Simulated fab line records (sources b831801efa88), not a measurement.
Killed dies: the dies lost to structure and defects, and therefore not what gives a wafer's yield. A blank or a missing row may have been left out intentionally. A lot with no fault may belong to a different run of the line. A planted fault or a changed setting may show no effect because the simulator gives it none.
fab line records	flow gf180mcu
record lots=24	wafers=72	last_day=34
route steps=602 shown V1@350 V2@386 M3@410 V3@446 M4@456
lots that met no fault: from a run of the same line without faults
start_h: hours from the record's first day to the start of the lot's first wafer shown	wait_h: hours since the lot's step before	" same as the row above	L1.1+2: a single row standing in for several wafers	- no value, or no start was given	* or withheld: withheld	< > ~ a bound
route shown NAME@n: a module of which the file shows steps, and the number in the route of the first	usual: mean/standard deviation taken from wafers without a fault	same: alike in all rows	chamber/n: place in a boat	sites: readings site by site	_std_site: standard deviation of those values	_edge_site: mean of outer sites minus mean of inner sites	radius_mm: how far each site lies from the wafer's centre	mask NAME#n: copy n	behind: tool/chamber where the wafer was last shaped	hold: the reason the lot was held/the length of the hold in hours/how it ended	device: whichever transistor did not switch (one of n, p or np)	end of line: at the end of the route, the tests of the same wafers	a step given without rows: its recipe and nothing more	killed: dies that structure and defects cost at the first sort, which is not the same as the wafer's yield	map: shows each die of a wafer: x if killed, . if not, _ if none is there
set.NAME: the run value of the setting; set.NAME@STEP: its run value at that earlier step	model.NAME: the simulator's own value behind a step, which no gauge read
one table for each step of the route and one row for each wafer, over a sample of lots
services: a tool's chamber out of use, with start hour (start_h, from the record's first day; less than 0 if before it), hours out, and reason
## steps
# step GF_V1_OVL_MEAS_15
# usual V1_OVL=1/5.9
lot.wafer	tool	chamber	start_h	wait_h	V1_OVL[nm]
L074.1	overlay-01	-	407.76	0.1	-8
L074.5	"	-	"	"	-1
L074.6	"	-	"	"	0
L075.4	overlay-01	-	418.72	0.1	-8
L075.5	"	-	"	"	-8
L075.6	"	-	"	"	-9
L076.2	overlay-01	-	429.96	0.1	-8
L076.3	"	-	"	"	0
L076.5	"	-	"	"	-2
L077.1	overlay-02	-	442.71	0.1	5
L077.3	"	-	"	"	10
L077.5	"	-	"	"	1
L078.3	overlay-01	-	451.77	0.1	2
L078.5	"	-	"	"	8
L078.6	"	-	"	"	5
L079.2	overlay-01	-	457.58	0.1	-3
L079.4	"	-	"	"	-6
L079.6	"	-	"	"	-5
L080.2	overlay-02	-	467.37	0.1	-2
L080.5	"	-	"	"	2
L080.6	"	-	"	"	8
L081.2	overlay-02	-	476.97	0.1	16
L081.3	"	-	"	"	5
L081.6	"	-	"	"	12
L082.1	overlay-01	-	486.91	0.1	-4
L082.2	"	-	"	"	-10
L082.5	"	-	"	"	-6
L083.2	overlay-01	-	494.16	0.1	-3
L083.3	"	-	"	"	-3
L083.6	"	-	"	"	0
L084.1	overlay-02	-	504.40	0.1	1
L084.2	"	-	"	"	3
L084.3	"	-	"	"	-2
L085.3	overlay-01	-	516.18	0.1	12
L085.5	"	-	"	"	7
L085.6	"	-	"	"	5
L086.1	overlay-01	-	519.96	0.1	11
L086.2	"	-	"	"	8
L086.4	"	-	"	"	17
L087.2	overlay-02	-	526.62	0.1	0
L087.5	"	-	"	"	0
L087.6	"	-	"	"	-7
L088.2	overlay-01	-	537.07	0.1	1
L088.3	"	-	"	"	6
L088.5	"	-	"	"	1
L089.1	overlay-02	-	545.57	0.1	6
L089.2	"	-	"	"	11
L089.3	"	-	"	"	5
L090.2	overlay-02	-	553.13	0.1	6
L090.4	"	-	"	"	1
L090.5	"	-	"	"	7
L091.3	overlay-01	-	561.88	0.1	-6
L091.4	"	-	"	"	-5
L091.6	"	-	"	"	3
L092.2	overlay-02	-	573.58	0.1	-5
L092.4	"	-	"	"	-1
L092.6	"	-	"	"	-6
L093.2	overlay-01	-	574.61	0.1	-2
L093.4	"	-	"	"	-3
L093.5	"	-	"	"	0
L094.2	overlay-02	-	580.83	0.1	5
L094.5	"	-	"	"	-3
L094.6	"	-	"	"	2
L095.1	overlay-02	-	590.66	0.1	-5
L095.3	"	-	"	"	0
L095.6	"	-	"	"	4
L096.3	overlay-02	-	595.58	0.1	-5
L096.4	"	-	"	"	-4
L096.6	"	-	"	"	-4
L097.1	overlay-01	-	603.40	0.1	-3
L097.5	"	-	"	"	-6
L097.6	"	-	"	"	3
# step GF_V2_CMP_04
# recipe material=SiO2	down_force_psi=4	platen_rpm=60	pad_velocity_m_s=0.94248
# usual motor_current_A=12.2/1.8	time_to_endpoint_s=81/4.8
lot.wafer	tool	chamber	start_h	wait_h	motor_current_A	time_to_endpoint_s
L074.1	cmp-01	1	435.08	0.2	11.8	82
L074.5	"	2	"	"	11.0	86
L074.6	"	3	"	"	11.7	86
L075.4	cmp-02	2	445.89	0.2	12.5	86
L075.5	"	3	"	"	14.1	88
L075.6	"	0	"	"	10.8	79
L076.3	cmp-02	2	456.24	0.2	12.4	79
L076.2	"	3	"	"	13.7	76
L076.5	"	1	"	"	16.4	84
L077.3	cmp-02	2	470.48	0.1	11.8	79
L077.1	"	0	"	"	10.4	82
L077.5	"	2	"	"	11.5	86
L078.3	cmp-01	0	479.08	0.1	11.2	84
L078.5	"	2	"	"	10.9	82
L078.6	"	3	"	"	11.3	83
L079.4	cmp-01	2	484.38	0.0	11.4	88
L079.2	"	1	"	"	11.5	83
L079.6	"	3	"	"	11.3	94
L080.2	cmp-02	0	493.91	0.1	11.1	80
L080.6	"	3	"	"	13.7	81
L080.5	"	0	"	"	9.8	76
L081.3	cmp-02	2	504.08	0.1	12.6	73
L081.2	"	0	"	"	10.4	69
L081.6	"	1	"	"	15.4	72
L082.1	cmp-02	0	513.33	0.1	10.4	78
L082.2	"	1	"	"	15.9	84
L082.5	"	1	"	"	16.9	84
L083.3	cmp-02	3	520.50	0.0	13.8	79
L083.2	"	0	"	"	10.6	81
L083.6	"	3	"	"	13.7	85
L084.2	cmp-01	1	530.65	0.0	12.0	78
L084.1	"	2	"	"	11.4	80
L084.3	"	0	"	"	10.4	83
L085.3	cmp-02	3	541.48	0.2	13.0	73
L085.5	"	0	"	"	10.5	78
L085.6	"	1	"	"	16.1	84
L086.1	cmp-02	2	545.54	0.1	12.0	80
L086.2	"	3	"	"	13.3	79
L086.4	"	0	"	"	10.3	85
L087.2	cmp-01	3	552.20	0.1	10.9	80
L087.5	"	1	"	"	11.7	84
L087.6	"	2	"	"	11.0	86
L088.3	cmp-01	1	562.17	0.0	11.6	76
L088.2	"	0	"	"	10.3	74
L088.5	"	1	"	"	12.6	86
L089.3	cmp-01	0	570.36	0.1	10.6	77
L089.1	"	1	"	"	11.1	75
L089.2	"	3	"	"	11.5	78
L090.4	cmp-01	2	578.04	0.0	11.2	79
L090.2	"	1	"	"	11.7	77
L090.5	"	2	"	"	11.8	77
L091.4	cmp-01	0	586.26	0.1	10.5	89
L091.3	"	1	"	"	11.8	77
L091.6	"	3	"	"	11.5	85
L093.4	cmp-01	1	598.28	0.0	11.3	80
L093.2	"	3	"	"	11.0	70
L093.5	"	1	"	"	11.5	82
L092.2	cmp-02	2	598.63	0.3	12.0	79
L092.4	"	3	"	"	14.3	88
L092.6	"	1	"	"	16.7	91
L094.2	cmp-01	3	605.19	0.5	11.3	76
L094.6	"	1	"	"	12.0	77
L094.5	"	2	"	"	11.5	81
L095.1	cmp-01	1	614.28	0.1	11.2	75
L095.3	"	2	"	"	11.6	76
L095.6	"	0	"	"	10.9	80
L096.4	cmp-01	2	618.78	0.1	12.2	88
L096.3	"	3	"	"	10.8	80
L096.6	"	2	"	"	11.3	83
L097.1	cmp-02	2	627.01	0.1	12.6	82
L097.6	"	2	"	"	12.0	86
L097.5	"	3	"	"	13.9	86
# step GF_V2_SPUTTER_22
# recipe material=TiN	target_thk_nm=10	chamber_pressure_pa=5	power_w=4000	time_s=40
# usual throttle_valve_pct=30.1/1
lot.wafer	tool	chamber	start_h	wait_h	throttle_valve_pct
L074.1	pvd_sputter-01	-	460.38	0.0	29.2
L074.5	"	-	"	"	28.4
L074.6	"	-	"	"	29.4
L075.4	pvd_sputter-01	-	471.65	0.0	30.4
L075.5	"	-	"	"	30.5
L075.6	"	-	"	"	29.9
L076.2	pvd_sputter-04	-	481.91	0.0	30.9
L076.3	"	-	"	"	30.7
L076.5	"	-	"	"	30.4
L077.1	pvd_sputter-04	-	495.78	0.0	30.9
L077.3	"	-	"	"	30.9
L077.5	"	-	"	"	30.6
L078.3	pvd_sputter-02	-	504.13	0.0	27.7
L078.5	"	-	"	"	32.3
L078.6	"	-	"	"	27.8
L079.2	pvd_sputter-04	-	509.73	0.0	30.2
L079.4	"	-	"	"	30.8
L079.6	"	-	"	"	30.6
L080.2	pvd_sputter-02	-	518.72	0.0	29.3
L080.5	"	-	"	"	32.0
L080.6	"	-	"	"	27.6
L081.2	pvd_sputter-04	-	529.07	0.0	30.5
L081.3	"	-	"	"	30.5
L081.6	"	-	"	"	30.5
L082.1	pvd_sputter-04	-	537.61	0.0	30.8
L082.2	"	-	"	"	30.5
L082.5	"	-	"	"	30.0
L083.2	pvd_sputter-01	-	543.92	0.0	30.2
L083.3	"	-	"	"	28.3
L083.6	"	-	"	"	29.6
L084.1	pvd_sputter-01	-	555.51	0.0	30.7
L084.2	"	-	"	"	29.8
L084.3	"	-	"	"	28.0
L085.3	pvd_sputter-02	-	564.86	0.0	29.6
L085.5	"	-	"	"	29.7
L085.6	"	-	"	"	32.0
L086.1	pvd_sputter-01	-	568.63	0.0	30.2
L086.2	"	-	"	"	30.6
L086.4	"	-	"	"	28.3
L087.2	pvd_sputter-04	-	574.96	0.0	30.4
L087.5	"	-	"	"	30.9
L087.6	"	-	"	"	30.2
L088.2	pvd_sputter-02	-	585.31	0.0	29.3
L088.3	"	-	"	"	32.2
L088.5	"	-	"	"	29.3
L089.1	pvd_sputter-01	-	593.42	0.0	29.3
L089.2	"	-	"	"	28.5
L089.3	"	-	"	"	30.0
L090.2	pvd_sputter-04	-	600.46	0.0	30.6
L090.4	"	-	"	"	30.3
L090.5	"	-	"	"	30.7
L091.3	pvd_sputter-04	-	608.64	0.0	30.7
L091.4	"	-	"	"	31.0
L091.6	"	-	"	"	30.8
L093.2	pvd_sputter-02	-	620.57	0.0	27.4
L093.4	"	-	"	"	29.5
L093.5	"	-	"	"	27.6
L092.2	pvd_sputter-04	-	620.92	0.0	30.8
L092.4	"	-	"	"	30.3
L092.6	"	-	"	"	31.1
L094.2	pvd_sputter-04	-	627.43	0.0	30.6
L094.5	"	-	"	"	30.4
L094.6	"	-	"	"	30.6
L095.1	pvd_sputter-01	-	635.79	0.0	29.2
L095.3	"	-	"	"	28.1
L095.6	"	-	"	"	28.4
L096.3	pvd_sputter-01	-	639.97	0.0	30.5
L096.4	"	-	"	"	30.5
L096.6	"	-	"	"	30.2
L097.1	pvd_sputter-04	-	648.05	0.0	30.8
L097.5	"	-	"	"	30.7
L097.6	"	-	"	"	30.7
# step GF_M3_SPUTTER_01
# recipe material=TiN	target_thk_nm=30	power_w=6500	time_s=25	chamber_pressure_pa=0.4
# usual throttle_valve_pct=29.5/0.95
lot.wafer	tool	chamber	start_h	wait_h	throttle_valve_pct
L074.1	pvd_sputter-03	-	461.11	0.1	30.4
L074.5	"	-	"	"	28.7
L074.6	"	-	"	"	30.3
L075.4	pvd_sputter-03	-	472.38	0.1	28.5
L075.5	"	-	"	"	30.0
L075.6	"	-	"	"	28.9
L076.2	pvd_sputter-02	-	482.66	0.1	32.2
L076.3	"	-	"	"	27.7
L076.5	"	-	"	"	32.3
L077.1	pvd_sputter-03	-	496.52	0.1	30.2
L077.3	"	-	"	"	28.8
L077.5	"	-	"	"	30.1
L078.3	pvd_sputter-03	-	504.88	0.1	28.6
L078.5	"	-	"	"	30.1
L078.6	"	-	"	"	29.0
L079.2	pvd_sputter-03	-	510.48	0.1	30.2
L079.4	"	-	"	"	28.6
L079.6	"	-	"	"	30.0
L080.2	pvd_sputter-02	-	519.45	0.1	27.7
L080.5	"	-	"	"	29.6
L080.6	"	-	"	"	27.9
L081.2	pvd_sputter-03	-	529.80	0.1	30.0
L081.3	"	-	"	"	30.2
L081.6	"	-	"	"	28.8
L082.1	pvd_sputter-03	-	538.35	0.1	28.9
L082.2	"	-	"	"	28.7
L082.5	"	-	"	"	30.1
L083.2	pvd_sputter-03	-	544.65	0.1	28.6
L083.3	"	-	"	"	30.4
L083.6	"	-	"	"	28.9
L084.1	pvd_sputter-03	-	556.25	0.1	28.8
L084.2	"	-	"	"	30.1
L084.3	"	-	"	"	28.9
L085.3	pvd_sputter-01	-	565.60	0.1	29.5
L085.5	"	-	"	"	29.2
L085.6	"	-	"	"	30.0
L086.1	pvd_sputter-03	-	569.36	0.1	30.1
L086.2	"	-	"	"	29.0
L086.4	"	-	"	"	28.7
L087.2	pvd_sputter-02	-	575.83	0.1	29.5
L087.5	"	-	"	"	27.8
L087.6	"	-	"	"	31.9
L088.2	pvd_sputter-01	-	586.04	0.1	30.3
L088.3	"	-	"	"	30.3
L088.5	"	-	"	"	30.8
L089.1	pvd_sputter-01	-	594.15	0.1	28.2
L089.2	"	-	"	"	29.6
L089.3	"	-	"	"	30.1
L090.2	pvd_sputter-01	-	601.19	0.1	29.8
L090.4	"	-	"	"	28.0
L090.5	"	-	"	"	30.1
L091.3	pvd_sputter-02	-	609.50	0.1	31.8
L091.4	"	-	"	"	29.5
L091.6	"	-	"	"	27.7
L093.2	pvd_sputter-01	-	621.30	0.1	28.5
L093.4	"	-	"	"	30.0
L093.5	"	-	"	"	28.4
L092.2	pvd_sputter-03	-	621.77	0.1	30.1
L092.4	"	-	"	"	30.0
L092.6	"	-	"	"	28.7
L094.2	pvd_sputter-03	-	628.30	0.1	28.9
L094.5	"	-	"	"	28.7
L094.6	"	-	"	"	30.1
L095.1	pvd_sputter-01	-	636.53	0.1	28.3
L095.3	"	-	"	"	30.0
L095.6	"	-	"	"	29.4
L096.3	pvd_sputter-03	-	640.71	0.1	30.3
L096.4	"	-	"	"	29.0
L096.6	"	-	"	"	30.3
L097.1	pvd_sputter-03	-	648.82	0.1	30.2
L097.5	"	-	"	"	28.8
L097.6	"	-	"	"	30.0
# step GF_V3_ETCH_17
# recipe chemistry=C4F8/O2/Ar	mask_material=KrF	target=SiO2	stop_on=TiN	source_w=1500	bias_w=1200	pressure_mtorr=40	c4f8_flow_sccm=withheld	O2_flow_sccm=6	Ar_flow_sccm=300	time_s=withheld	target_depth_a=6350
# usual oes_product_au=0.855/0.0043
lot.wafer	tool	chamber	start_h	wait_h	oes_product_au
L074.1	rie_diel-04	1	-	-	0.855
L074.5	"	1	"	"	0.858
L074.6	"	0	"	"	0.857
L075.4	rie_diel-04	2	-	-	0.859
L075.5	"	3	"	"	0.861
L075.6	"	1	"	"	0.855
L076.2	rie_diel-04	1	-	-	0.857
L076.3	"	0	"	"	0.856
L076.5	"	3	"	"	0.854
L077.1	rie_diel-01	3	-	-	0.855
L077.3	"	2	"	"	0.847
L077.5	"	2	"	"	0.860
L078.3	rie_diel-04	2	-	-	0.856
L078.5	"	3	"	"	0.857
L078.6	"	2	"	"	0.860
L079.2	rie_diel-04	1	-	-	0.857
L079.4	"	2	"	"	0.860
L079.6	"	1	"	"	0.861
L080.2	rie_diel-01	2	-	-	0.854
L080.5	"	0	"	"	0.851
L080.6	"	2	"	"	0.854
L081.2	rie_diel-04	2	-	-	0.861
L081.3	"	0	"	"	0.855
L081.6	"	3	"	"	0.853
L082.1	rie_diel-03	2	-	-	0.856
L082.2	"	3	"	"	0.857
L082.5	"	2	"	"	0.856
L083.2	rie_diel-01	1	-	-	0.856
L083.3	"	0	"	"	0.860
L083.6	"	1	"	"	0.854
L084.1	rie_diel-04	2	-	-	0.849
L084.2	"	3	"	"	0.853
L084.3	"	1	"	"	0.855
L085.3	rie_diel-03	1	-	-	0.851
L085.5	"	0	"	"	0.852
L085.6	"	1	"	"	0.861
L086.1	rie_diel-04	3	-	-	0.854
L086.2	"	2	"	"	0.850
L086.4	"	1	"	"	0.854
L087.2	rie_diel-01	3	-	-	0.842
L087.5	"	1	"	"	0.857
L087.6	"	0	"	"	0.856
L088.2	rie_diel-03	0	-	-	0.859
L088.3	"	1	"	"	0.857
L088.5	"	0	"	"	0.852
L089.1	rie_diel-01	3	-	-	0.854
L089.2	"	2	"	"	0.855
L089.3	"	1	"	"	0.856
L090.2	rie_diel-04	3	-	-	0.860
L090.4	"	0	"	"	0.853
L090.5	"	2	"	"	0.857
L091.3	rie_diel-03	2	-	-	0.857
L091.4	"	3	"	"	0.847
L091.6	"	2	"	"	0.857
L093.2	rie_diel-01	0	-	-	0.862
L093.4	"	3	"	"	0.857
L093.5	"	3	"	"	0.864
L092.2	rie_diel-03	1	-	-	0.854
L092.4	"	3	"	"	0.851
L092.6	"	1	"	"	0.857
L094.2	rie_diel-03	2	-	-	0.854
L094.5	"	0	"	"	0.858
L094.6	"	3	"	"	0.858
L095.1	rie_diel-01	0	-	-	0.858
L095.3	"	2	"	"	0.852
L095.6	"	2	"	"	0.855
L096.3	rie_diel-04	1	-	-	0.850
L096.4	"	0	"	"	0.853
L096.6	"	1	"	"	0.857
L097.1	rie_diel-01	3	-	-	0.852
L097.5	"	3	"	"	0.849
L097.6	"	0	"	"	0.858
# step GF_M4_SPUTTER_00
# recipe material=Ti	target_thk_nm=37.5	arriving_ion_energy_ev=80	substrate_temp_c=200	chamber_pressure_pa=2	power_w=4000	time_s=150
# usual throttle_valve_pct=29.8/1
lot.wafer	tool	chamber	start_h	wait_h	throttle_valve_pct
L074.1	pvd_sputter-02	-	512.35	0.2	29.5
L074.5	"	-	"	"	29.4
L074.6	"	-	"	"	29.3
L075.4	pvd_sputter-04	-	523.46	0.1	30.1
L075.5	"	-	"	"	30.6
L075.6	"	-	"	"	30.9
L076.2	pvd_sputter-03	-	532.20	0.2	30.1
L076.3	"	-	"	"	29.7
L076.5	"	-	"	"	28.7
L077.1	pvd_sputter-02	-	546.45	0.2	29.3
L077.3	"	-	"	"	31.9
L077.5	"	-	"	"	27.7
L078.3	pvd_sputter-04	-	553.63	0.1	30.7
L078.5	"	-	"	"	30.5
L078.6	"	-	"	"	30.6
L079.2	pvd_sputter-02	-	558.70	0.2	29.8
L079.4	"	-	"	"	32.2
L079.6	"	-	"	"	29.4
L080.2	pvd_sputter-02	-	567.23	0.1	29.2
L080.5	"	-	"	"	29.1
L080.6	"	-	"	"	29.6
L081.2	pvd_sputter-02	-	577.25	0.1	32.0
L081.3	"	-	"	"	29.6
L081.6	"	-	"	"	29.5
L082.1	pvd_sputter-03	-	585.49	0.2	28.7
L082.2	"	-	"	"	30.2
L082.5	"	-	"	"	28.6
L083.2	pvd_sputter-03	-	591.11	0.1	30.1
L083.3	"	-	"	"	29.1
L083.6	"	-	"	"	28.7
L084.1	pvd_sputter-03	-	602.45	0.1	28.7
L084.2	"	-	"	"	30.2
L084.3	"	-	"	"	29.9
L085.3	pvd_sputter-04	-	611.83	0.2	30.8
L085.5	"	-	"	"	30.2
L085.6	"	-	"	"	30.6
L086.1	pvd_sputter-02	-	614.94	0.2	29.3
L086.2	"	-	"	"	32.2
L086.4	"	-	"	"	29.4
L087.2	pvd_sputter-03	-	621.15	0.2	28.6
L087.5	"	-	"	"	28.7
L087.6	"	-	"	"	30.1
L088.2	pvd_sputter-04	-	630.55	0.1	30.6
L088.3	"	-	"	"	30.5
L088.5	"	-	"	"	30.2
L089.1	pvd_sputter-03	-	637.81	0.2	30.1
L089.2	"	-	"	"	29.9
L089.3	"	-	"	"	28.9
L090.2	pvd_sputter-04	-	645.12	0.1	31.0
L090.4	"	-	"	"	30.9
L090.5	"	-	"	"	30.8
L091.3	pvd_sputter-04	-	653.04	0.1	30.8
L091.4	"	-	"	"	30.8
L091.6	"	-	"	"	30.6
L093.2	pvd_sputter-03	-	664.82	0.1	30.4
L093.4	"	-	"	"	28.7
L093.5	"	-	"	"	28.5
L092.2	pvd_sputter-03	-	665.60	0.1	30.1
L092.4	"	-	"	"	29.1
L092.6	"	-	"	"	29.0
L094.2	pvd_sputter-03	-	669.89	0.2	28.6
L094.5	"	-	"	"	28.7
L094.6	"	-	"	"	30.2
L095.1	pvd_sputter-03	-	678.41	0.2	30.2
L095.3	"	-	"	"	28.9
L095.6	"	-	"	"	28.7
L096.3	pvd_sputter-02	-	683.16	0.2	29.4
L096.4	"	-	"	"	27.7
L096.6	"	-	"	"	29.6
L097.1	pvd_sputter-03	-	690.55	0.2	29.1
L097.5	"	-	"	"	30.2
L097.6	"	-	"	"	28.9
## services
tool	chamber	start_h	hours	kind
cmp-01	-	438.15	5.3	pm
cmp-02	-	440.12	1.6	repair
cmp-02	-	440.87	3.3	repair
pvd_sputter-02	-	448.27	5.3	repair
cmp-01	-	455.98	5.4	repair
cmp-02	-	474.17	0.8	repair
pvd_sputter-01	-	481.81	53.1	repair
cmp-02	-	482.20	2.2	repair
pvd_sputter-02	-	495.62	2.7	repair
pvd_sputter-04	-	497.01	1.5	repair
cmp-02	-	530.52	3.7	repair
pvd_sputter-01	-	548.92	3.1	repair
cmp-02	-	570.22	1.9	repair
cmp-01	-	572.00	4.0	pm
cmp-01	-	590.77	1.1	repair
cmp-02	-	602.64	16.3	pm
pvd_sputter-02	-	626.83	23.9	repair
pvd_sputter-01	-	626.92	1.7	repair
cmp-02	-	631.58	3.4	repair
cmp-02	-	633.53	0.4	repair
pvd_sputter-02	-	639.47	1.6	repair
pvd_sputter-01	-	641.67	7.1	repair
cmp-01	-	660.24	0.4	repair
pvd_sputter-01	-	661.51	2.3	repair
## key
fault none
